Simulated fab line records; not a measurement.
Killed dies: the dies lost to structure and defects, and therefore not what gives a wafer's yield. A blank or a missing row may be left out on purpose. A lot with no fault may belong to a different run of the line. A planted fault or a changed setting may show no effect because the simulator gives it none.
The tool behind it: which one? :: flow sky130 :: 30 wafers from 10 lots sampled at 2 of the route's 708 steps

== WHAT EACH GAUGE READ, for each wafer ==
SKY_SPACER_THK_MEAS_01.
lot: L970
measured: day 22 20:29
on: filmMetro-03
SPACER_CVD_00_THK (nm): 43.0 42.7 42.8

lot: L973
measured: day 24 08:57
on: filmMetro-02
SPACER_CVD_00_THK (nm): 43.0 43.1 42.7

lot: L977
measured: day 25 19:46
on: filmMetro-02
SPACER_CVD_00_THK (nm): 43.2 43.2 42.9

lot: L979
measured: day 26 07:01
on: filmMetro-01
SPACER_CVD_00_THK (nm): 39.9 40.3 39.7

lot: L988
measured: day 29 08:11
on: filmMetro-03
SPACER_CVD_00_THK (nm): 42.6 42.7 42.6

lot: L989
measured: day 29 18:47
on: filmMetro-03
SPACER_CVD_00_THK (nm): 42.9 43.1 43.2

lot: L990
measured: day 30 00:21
on: filmMetro-02
SPACER_CVD_00_THK (nm): 43.0 43.3 43.4

lot: L991
measured: day 30 07:18
on: filmMetro-02
SPACER_CVD_00_THK (nm): 42.5 42.7 43.0

lot: L992
measured: day 30 15:22
on: filmMetro-03
SPACER_CVD_00_THK (nm): 42.6 42.4 42.6

lot: L993
measured: day 30 20:56
on: filmMetro-01
SPACER_CVD_00_THK (nm): 42.8 42.5 42.6

== WHAT TOOL EACH LOT RAN ON (gives the tool, then ch and the chambers of the sampled wafers, and finally the start) ==
lot: L970
SKY_SPACER_CVD_00: lpcvd-02 ch 1, day 22 18:41

lot: L973
SKY_SPACER_CVD_00: lpcvd-02 ch 1, day 24 07:44

lot: L977
SKY_SPACER_CVD_00: lpcvd-02 ch 1, day 25 18:34

lot: L979
SKY_SPACER_CVD_00: lpcvd-02 ch 0, day 26 05:47

lot: L988
SKY_SPACER_CVD_00: lpcvd-02 ch 0, day 29 06:22

lot: L989
SKY_SPACER_CVD_00: lpcvd-02 ch 1, day 29 17:34

lot: L990
SKY_SPACER_CVD_00: lpcvd-02 ch 1, day 29 23:09

lot: L991
SKY_SPACER_CVD_00: lpcvd-02 ch 0, day 30 06:05

lot: L992
SKY_SPACER_CVD_00: lpcvd-02 ch 1, day 30 14:08

lot: L993
SKY_SPACER_CVD_00: lpcvd-02 ch 0, day 30 19:44
- SKY_SPACER_CVD_00: deposits Si3N4 from DCS/NH3, target thk 43.1 nm, time 740 s.

== THE ANSWER, worked out from the rows above alone ==
Rule: the usual values come from the lots themselves. The widest of any qualifying gaps counts: lots, ordered by their means at a reading, are off when they make up no more than a third of the lots, leave a main group of 4 or more, and stand apart from it by 3 or more times the standard deviation of that group's means. If all means in a main group match to the digits the tables above print for the reading, that group is not used. A lot without any number at a reading at which 4 lots or more have one is off too. All remaining lots with rows at the step are treated as sound.
Off: L979, seen at SKY_SPACER_THK_MEAS_01 (SPACER_CVD_00_THK). The main group: mean 42.9 nm, standard deviation 0.23.
If a tool, at a process step before that reading, ran all the lots that are off and no sound lot after the first of them, it fits. Gauges at SKY_SPACER_THK_MEAS_01: tried the same way as those tools. No candidate that was tried fits.

== WHAT THE SIMULATOR HAD PUT IN ==
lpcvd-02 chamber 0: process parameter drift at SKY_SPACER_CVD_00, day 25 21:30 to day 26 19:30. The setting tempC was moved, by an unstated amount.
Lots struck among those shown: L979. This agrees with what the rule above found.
